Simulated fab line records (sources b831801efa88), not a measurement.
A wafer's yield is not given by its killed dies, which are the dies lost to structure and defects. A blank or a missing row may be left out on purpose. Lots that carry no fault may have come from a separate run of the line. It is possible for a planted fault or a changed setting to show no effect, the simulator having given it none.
Matching of chambers | flow sky130 | rie-diel-03 running SKY_POLY_CUT_ETCH_11: 4 sister chambers
The step etches Si3N4 in CF4/CH2F2/Ar, stops on poly-Si, time 42.5 s, target depth 60 nm. 4 wafers are shown with their chamber, then 7 later ones without.

WAFERS PAIRED WITH THEIR CHAMBERS
wafer  | chamber | drypump-motor-current-A (A)
L529.1 | 1       | 6.3
L533.2 | 0       | 5.1
L535.1 | 2       | 5.7
L535.3 | 3       | 5.6

WAFERS WITH NO CHAMBER GIVEN
wafer  | drypump-motor-current-A (A)
L535.5 | 5.6
L540.2 | 5.7
L540.3 | 5.6
L540.6 | 5.7
L549.2 | 5.1
L549.3 | 6.2
L549.6 | 5.7

THE CHAMBER EACH PASSED THROUGH
wafer  | from the rows above | in truth
L535.5 | 3                   | 3
L540.2 | 2                   | 2
L540.3 | 3                   | 3
L540.6 | 2                   | 2
L549.2 | 0                   | 0
L549.3 | 1                   | 1
L549.6 | 2                   | 2
Correct placement for 7 of the 7. Number that these rows cannot place: 0. Placed wrongly: 0.
How it was worked out, from the rows above alone: a wafer's distance from a chamber is the root of the sum, over the readings, of the square of ((its reading less the chamber's mean) divided by the reading's scatter). If the next closest chamber is less than 2 further off than the closest, the wafer can't be placed; otherwise it belongs to the closest. For every chamber, the mean is computed from those of its wafers that are shown. The scatter: root of mean squared gap, hidden wafer to nearest shown wafer, with one shown wafer a chamber.
